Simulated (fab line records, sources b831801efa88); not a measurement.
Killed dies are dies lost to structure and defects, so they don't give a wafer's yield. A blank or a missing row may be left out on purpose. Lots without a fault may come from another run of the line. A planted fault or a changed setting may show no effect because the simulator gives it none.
A struck lot beside a sound one | flow gf180mcu | 15 steps out of a route of 602
Sound: wafers L301.2, L301.5, L301.6. Struck: wafer L300.4. (L300.2, L300.6 of the same lot were not struck and are left out.) The cause comes at the end.
At each step with rows: each side's tool, then ch and its chambers, then its first start. Under that, the readings that differ: sound wafers | struck wafers | difference of the means | sigmas: that difference in standard deviations of wafers without a fault.
alike: readings whose means differ by less than 2 such deviations, and words and numbers that are the same on both sides. not compared: withheld readings, readings that some wafer has no value for, bounds like >300 that may hide the same value, and numbers for which the record gives no deviation and whose values overlap.
The two part at a step that has a row with sigmas, a row that says differs or no value, or rows on one side only. Numbers that don't overlap but have no deviation are shown without sigmas and don't part them. A reading that every wafer of one side lacks parts them only if that side has two wafers or more.

GF_V4_CMP_04: polishes SiO2.
  sound on cmp-01 ch 0,1, day 28 15:17; struck on cmp-01 ch 0, day 28 05:44
  alike: motor_current_A, retaining_ring_pressure_frac, time_to_endpoint_s
GF_V4_BOW_MEAS_05:
  sound on film_metro-01, day 28 15:37; struck on film_metro-01, day 28 05:57
  alike: V4_BOW
then, 8 steps without rows for these wafers: GF_V4_DEHYDRATE_06 (time 60 s); GF_V4_HMDS_07 (prime time 60 s); GF_V4_COAT_08; GF_V4_COAT_09 (resist thk 1000 nm); GF_V4_SOFTBAKE_10 (time 60 s); GF_V4_EXPOSE_11 (exposes mask Via4, target cd 260 nm); GF_V4_PEB_12 (peb time 87.89 s); GF_V4_DEVELOP_13 (develop time 60 s).
GF_V4_CD_MEAS_14: target cd 260 nm.
  sound on cd_sem-02, day 29 10:37; struck on cd_sem-02, day 29 01:55
  alike: cd_nm
GF_V4_OVL_MEAS_15:
  sound on overlay-01, day 29 10:44; struck on overlay-01, day 29 02:02
  reading     | sound    | struck | difference | sigmas
  V4_OVL (nm) | -3 -2 -6 | 7      | +11        | +2
GF_V4_ETCH_16: etches BARC in N2/H2.
  sound on rie_diel-03 ch 2,3, day 29 10:46; struck on rie_diel-02 ch 3, day 29 02:04
  reading            | sound             | struck | difference | sigmas
  rf_fwd_power_W (W) | 495.1 494.1 492.7 | 574.1  | +80.1      | +38
  alike: chamber_pressure_mTorr, drypump_motor_current_A, oes_product_au, throttle_valve_pct
GF_V4_ETCH_17: etches SiO2 in C4F8/O2/Ar, stops on TiN, target depth 630 nm.
  sound on rie_diel-03 ch 2,3; struck on rie_diel-02 ch 3
  alike: chamber_pressure_mTorr, oes_product_au, rf_fwd_power_W
-- the record jumps here: 4 days lie between the struck wafers' starts before and after (it left off in module V4 and takes up again in module PASSIVATION, whose first step shown is number 602 of the route) --
GF_PASSIVATION_PROBE_99:
  the record has rows for the struck wafers here (prober-02, day 33 01:09) and none for the sound ones

WHERE THEY PART
First at GF_V4_OVL_MEAS_15; last, within this record, at GF_PASSIVATION_PROBE_99.

WHY: what the simulator had put in
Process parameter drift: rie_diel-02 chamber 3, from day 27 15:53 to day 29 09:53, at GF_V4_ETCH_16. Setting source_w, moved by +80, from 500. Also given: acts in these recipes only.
